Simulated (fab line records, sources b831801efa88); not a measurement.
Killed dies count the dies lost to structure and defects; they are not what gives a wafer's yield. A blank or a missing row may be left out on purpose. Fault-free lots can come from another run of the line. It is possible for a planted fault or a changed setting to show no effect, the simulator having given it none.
One fault through the eyes of 2 desks || flow gf180mcu || what lay behind the numbers comes last; until then each desk has only its own

TOOL OWNER'S DESK, pvd_sputter-02
The tool's own readings at GF_V3_SPUTTER_22 (material TiN, target thk 10 nm, time 40 s): means of the sampled wafers that have a number, for each lot that ran on this tool. A lot is out of limits, marked OUT, if its mean lies more than 4 standard deviations from the usual mean; the brackets give that distance.
Columns: A = chamber_pressure_pa at GF_V3_SPUTTER_22, usual 5.000 Pa; B = throttle_valve_pct at GF_V3_SPUTTER_22, usual 30.1 %
{"lot": "L670", "first seen here": "day 21 19:28", "A": 4.998, "B": 29.8}
{"lot": "L671", "first seen here": "day 22 17:10", "A": 4.993, "B": 29.4}
{"lot": "L679", "first seen here": "day 26 04:01", "A": 5.004, "B": 29.8}
{"lot": "L681", "first seen here": "day 26 09:16", "A": 5.001, "B": 29.7}
{"lot": "L682", "first seen here": "day 26 21:28", "A": 4.999, "B": 29.8}
{"lot": "L684", "first seen here": "day 27 17:37", "A": 5.000, "B": 29.5}
{"lot": "L685", "first seen here": "day 27 23:15", "A": 4.998, "B": 29.5}
This desk's verdict: no lot among the 7 shows anything out of limits.

FROM THE METROLOGY DESK
What the gauges read for every lot (on any tool): the sampled wafers with a number, averaged. A lot is out of limits, marked OUT, if its mean lies more than 4 standard deviations from the usual mean; the brackets give that distance.
Columns: A = MIM_CVD_05_THK at GF_MIM_THK_MEAS_06, usual 41.9 nm
{"lot": "L670", "first seen here": "day 23 21:46", "A": 41.9}
{"lot": "L671", "first seen here": "day 24 17:40", "A": 41.9}
{"lot": "L672", "first seen here": "day 24 18:31", "A": 41.9}
{"lot": "L673", "first seen here": "day 25 00:25", "A": 42.0}
{"lot": "L677", "first seen here": "day 27 21:03", "A": 42.2}
{"lot": "L679", "first seen here": "day 27 23:53", "A": 41.7}
{"lot": "L678", "first seen here": "day 28 01:27", "A": 41.6}
{"lot": "L681", "first seen here": "day 28 04:55", "A": 42.3}
{"lot": "L682", "first seen here": "day 28 16:26", "A": 42.1}
{"lot": "L684", "first seen here": "day 29 12:04", "A": 42.0}
{"lot": "L685", "first seen here": "day 29 15:26", "A": 41.4}
{"lot": "L686", "first seen here": "day 30 01:26", "A": 41.9}
This desk's verdict: no lot among the 12 shows anything out of limits.

TAKEN TOGETHER
Nothing out of limits was seen by the tool owner's desk.
At the metrology desk, nothing out of limits was observed.

WHAT WAS PUT IN BY THE SIMULATOR
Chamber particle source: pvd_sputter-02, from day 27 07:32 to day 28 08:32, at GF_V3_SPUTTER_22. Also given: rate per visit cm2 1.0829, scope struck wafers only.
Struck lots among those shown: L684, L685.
